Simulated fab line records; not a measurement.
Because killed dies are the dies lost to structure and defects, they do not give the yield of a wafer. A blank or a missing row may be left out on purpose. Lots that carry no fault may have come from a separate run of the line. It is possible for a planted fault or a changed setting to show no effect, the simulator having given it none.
Which of the tools did it? + flow gf180mcu + at 1 step of a route of 602, 14 lots with 42 wafers sampled

WHAT EACH GAUGE READ, for each wafer
GF_CONTACT_THK_MEAS_01. Usual: CONTACT_CVD_00_THK typically reads 298.1 nm, with standard deviation 3.
| lot  | measured     | on            | CONTACT_CVD_00_THK (nm) | flag |
|------|--------------|---------------|-------------------------|------|
| L304 | day 15 17:34 | film_metro-01 | 298.5 295.8 295.8       |      |
| L306 | day 16 12:31 | film_metro-01 | 297.9 298.1 295.4       |      |
| L307 | day 17 03:38 | film_metro-03 | 298.4 300.9 298.3       |      |
| L308 | day 17 10:09 | film_metro-01 | 296.7 295.5 298.1       |      |
| L309 | day 17 21:14 | film_metro-01 | 296.1 295.8 296.2       |      |
| L314 | day 20 05:10 | film_metro-03 | 305.0 298.6 299.0       |      |
| L316 | day 20 13:23 | film_metro-01 | 296.8 299.8 298.1       |      |
| L317 | day 20 23:53 | film_metro-03 | 301.8 299.5 298.2       |      |
| L319 | day 21 16:09 | film_metro-01 | 297.0 294.8 300.0       |      |
| L320 | day 21 20:26 | film_metro-01 | 302.3 301.1 299.6       |      |
| L321 | day 21 21:19 | film_metro-04 | 298.0 295.4 296.5       |      |
| L323 | day 22 11:11 | film_metro-03 | 295.7 295.3 298.4       |      |
| L324 | day 22 21:41 | film_metro-04 | 300.1 301.9 301.1       |      |
| L325 | day 23 03:16 | film_metro-04 | 300.6 299.9 296.9       |      |

WHAT TOOL EACH LOT RAN ON (gives the tool, then ch and the chambers of the sampled wafers, and finally the start)
The record holds no process step before these readings.

AS READ BY THE TOOLS THEMSELVES (means over the sampled wafers that have a number; for cases with no such wafer, the mark the record gives instead)
The record holds no such reading with a usual standard deviation.

THE ANSWER, worked out from the rows above alone
Rule: lot off if the mean of its wafers having a number is beyond 3 standard deviations from the usual mean. A lot without any number at a reading at which 4 lots or more have one is off too. Where the step has rows for the other lots, those lots are counted as sound. The gauges are gone through in route order, then the tools' own readings, and for those a lot's mean is taken as printed above. At the first step where some lot is off, the reading lying furthest off is the one used; lots without a number count as furthest.
No lot is off at any reading shown: from this, nothing can be told.

WHAT HAD BEEN PUT IN BY THE SIMULATOR
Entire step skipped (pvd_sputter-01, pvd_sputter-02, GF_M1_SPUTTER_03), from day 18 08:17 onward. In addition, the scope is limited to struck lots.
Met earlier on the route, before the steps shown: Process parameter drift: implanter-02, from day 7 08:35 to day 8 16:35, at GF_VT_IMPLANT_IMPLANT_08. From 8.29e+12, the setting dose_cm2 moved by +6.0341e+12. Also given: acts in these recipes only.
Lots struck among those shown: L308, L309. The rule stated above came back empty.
